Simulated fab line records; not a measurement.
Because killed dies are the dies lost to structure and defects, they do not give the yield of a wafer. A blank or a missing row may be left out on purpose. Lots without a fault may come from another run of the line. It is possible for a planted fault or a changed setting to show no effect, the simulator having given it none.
Which tool is to blame? -- flow sky130 -- 36 wafers from 12 lots sampled at 6 of the route's 708 steps

== WHAT THE GAUGES SHOWED, per wafer ==
SKY_POLY_CUT_OVL_MEAS_09.
lot,measured,on,POLY_CUT_OVL (nm)
L306,day 24 09:29,overlay-01,-1 -2 1
L310,day 26 18:24,overlay-02,-6 -1 -5
L312,day 27 01:48,overlay-01,0 5 6
L315,day 27 13:37,overlay-02,0 5 4
L316,day 27 22:25,overlay-02,3 -3 -2
L318,day 28 13:31,overlay-02,-4 -9 -6
L319,day 28 17:14,overlay-01,-5 -3 -4
L321,day 29 14:46,overlay-01,-4 -5 6
L323,day 30 08:34,overlay-02,9 6 7
L326,day 31 01:38,overlay-01,-1 -3 -3
L327,day 31 16:02,overlay-02,-2 1 4
L328,day 31 18:04,overlay-02,-3 -8 -4

SKY_SD_P_OVL_MEAS_08.
lot,measured,on,SD_P_OVL (nm)
L306,day 25 14:07,overlay-01,-1.5 -0.1 -2.2
L310,day 27 23:40,overlay-01,-2.4 -1.2 -2.0
L312,day 28 08:03,overlay-01,0.9 -0.4 -0.4
L315,day 28 17:32,overlay-02,3.3 2.9 2.5
L316,day 29 02:53,overlay-02,-1.4 -0.5 -1.0
L318,day 29 16:19,overlay-02,-1.0 -0.1 1.3
L319,day 29 20:47,overlay-02,-0.4 -0.3 -1.1
L321,day 30 18:34,overlay-02,-1.1 -0.2 -1.9
L323,day 31 12:34,overlay-02,2.4 2.3 1.3
L326,day 32 04:44,overlay-01,-3.0 -0.7 -1.9
L327,day 32 18:47,overlay-01,-2.4 -4.0 -5.0
L328,day 32 20:19,overlay-02,-0.6 -0.9 0.1

SKY_SD_N_RS_MEAS_16: measures by four-point-probe.
lot,measured,on,SD_N_RS (ohm/sq)
L306,day 28 00:41,film metro-04,69.27 69.15 69.23
L310,day 30 08:22,film metro-03,69.65 69.59 69.63
L312,day 30 16:31,film metro-04,68.95 69.21 69.16
L315,day 31 01:02,film metro-02,75.51 75.51 75.47
L316,day 31 11:16,film metro-04,75.35 75.32 75.24
L318,day 32 00:49,film metro-04,75.35 75.24 75.31
L319,day 32 04:11,film metro-04,69.07 69.04 69.00
L321,day 33 02:01,film metro-02,68.95 69.25 69.25
L323,day 33 19:16,film metro-04,69.23 69.18 69.08
L326,day 34 11:14,film metro-02,69.26 69.21 69.19
L327,day 35 02:22,film metro-03,69.29 69.32 69.36
L328,day 35 02:50,film metro-04,68.95 69.03 69.00

SKY_SD_N_RS_MEAS_17: measures by four-point-probe.
lot,measured,on,SD_P_RS (ohm/sq)
L306,day 28 00:49,film metro-04,147.0 147.2 147.4
L310,day 30 08:29,film metro-03,147.9 148.3 148.2
L312,day 30 16:38,film metro-04,146.7 146.9 147.2
L315,day 31 01:09,film metro-02,184.0 184.8 184.5
L316,day 31 11:23,film metro-04,184.2 184.1 184.9
L318,day 32 00:56,film metro-04,184.6 184.3 184.3
L319,day 32 04:18,film metro-04,146.5 146.2 146.3
L321,day 33 02:08,film metro-02,146.4 147.0 146.3
L323,day 33 19:23,film metro-04,146.8 146.4 146.4
L326,day 34 11:22,film metro-02,147.0 146.9 147.0
L327,day 35 02:29,film metro-03,147.3 147.6 147.2
L328,day 35 02:57,film metro-04,146.8 146.2 146.6

SKY_LI_CONTACT_BOW_MEAS_03.
lot,measured,on,LI_CONTACT_BOW (um)
L306,day 28 01:32,film metro-03,58 56 43
L310,day 30 09:13,film metro-04,62 56 57
L312,day 30 17:22,film metro-04,66 58 61
L315,day 31 01:52,film metro-02,55 54 50
L316,day 31 12:07,film metro-02,61 51 50
L318,day 32 04:19,film metro-03,59 54 52
L319,day 32 05:01,film metro-03,63 68 62
L321,day 33 02:54,film metro-04,59 48 60
L323,day 33 20:09,film metro-03,68 69 56
L326,day 34 12:05,film metro-02,57 44 60
L327,day 35 03:13,film metro-02,56 62 68
L328,day 35 03:40,film metro-02,60 49 65

== WHAT TOOL EACH LOT RAN ON (gives the tool, then ch and the chambers of the sampled wafers, and finally the start) ==
lot,SKY_SD_N_RTA_14
L306,"rtp anneal-02 ch 0, day 28 00:31"
L310,"rtp anneal-01 ch 0, day 30 08:11"
L312,"rtp anneal-01 ch 0, day 30 16:20"
L315,"rtp anneal-02 ch 0, day 31 00:51"
L316,"rtp anneal-02 ch 0, day 31 11:05"
L318,"rtp anneal-02 ch 0, day 32 00:37"
L319,"rtp anneal-01 ch 0, day 32 04:01"
L321,"rtp anneal-01 ch 0, day 33 01:49"
L323,"rtp anneal-01 ch 0, day 33 19:04"
L326,"rtp anneal-02 ch 0, day 34 11:04"
L327,"rtp anneal-01 ch 0, day 35 02:10"
L328,"rtp anneal-02 ch 0, day 35 02:40"
- SKY_SD_N_RTA_14: time 2 s.

== WHAT THE TOOLS THEMSELVES READ (means of the sampled wafers that have a number; where no wafer has one, the mark that the record gives instead) ==
SKY_SD_N_RTA_14.
lot,tool,lamp power pct (%),ramp up c per s,wafer_temp_C_max
L306,rtp anneal-02,15.75,149.99,1078.0
L310,rtp anneal-01,15.75,149.99,1077.5
L312,rtp anneal-01,15.71,150.00,1076.4
L315,rtp anneal-02,14.40,150.01,1079.1
L316,rtp anneal-02,14.34,150.03,1077.2
L318,rtp anneal-02,14.38,150.00,1078.2
L319,rtp anneal-01,15.75,150.00,1079.3
L321,rtp anneal-01,15.76,149.99,1077.3
L323,rtp anneal-01,15.77,150.03,1079.7
L326,rtp anneal-02,15.67,149.99,1077.9
L327,rtp anneal-01,15.70,150.01,1077.0
L328,rtp anneal-02,15.75,150.00,1078.0

== THE ANSWER, worked out from the rows above alone ==
Rule: usual is defined by the lots themselves. Put in order of their means at a reading, lots are off if they are a third of the lots or fewer, leave a main group of 4 or more, and stand apart from it by a gap of 3 or more times the standard deviation of the main group's means; of several such gaps the widest counts. If all means in a main group match to the digits the tables above print for the reading, that group is not used. A lot without any number at a reading at which 4 lots or more have one is off too. The other lots that the step has rows for count as sound. Order of review: gauges by route order, followed by the tools' own readings, for which a lot's mean as printed above is used. The first step at which some lot is off is used, and at that step the reading that is off furthest; a lot without a number counts as furthest.
Off: L315, L316, L318, seen at SKY_SD_N_RS_MEAS_16 (SD_N_RS). Main group: mean 69.20 ohm/sq, sd 0.18.
If a tool, at a process step before that reading, ran all the lots that are off and no sound lot after the first of them, it fits. Not tried: the gauges at SKY_SD_N_RS_MEAS_16; whatever is off there is also off at SKY_SD_N_RTA_14, on other tools, and gauge error can't account for it. None of those tried fits.

== WHAT THE SIMULATOR HAD INSERTED ==
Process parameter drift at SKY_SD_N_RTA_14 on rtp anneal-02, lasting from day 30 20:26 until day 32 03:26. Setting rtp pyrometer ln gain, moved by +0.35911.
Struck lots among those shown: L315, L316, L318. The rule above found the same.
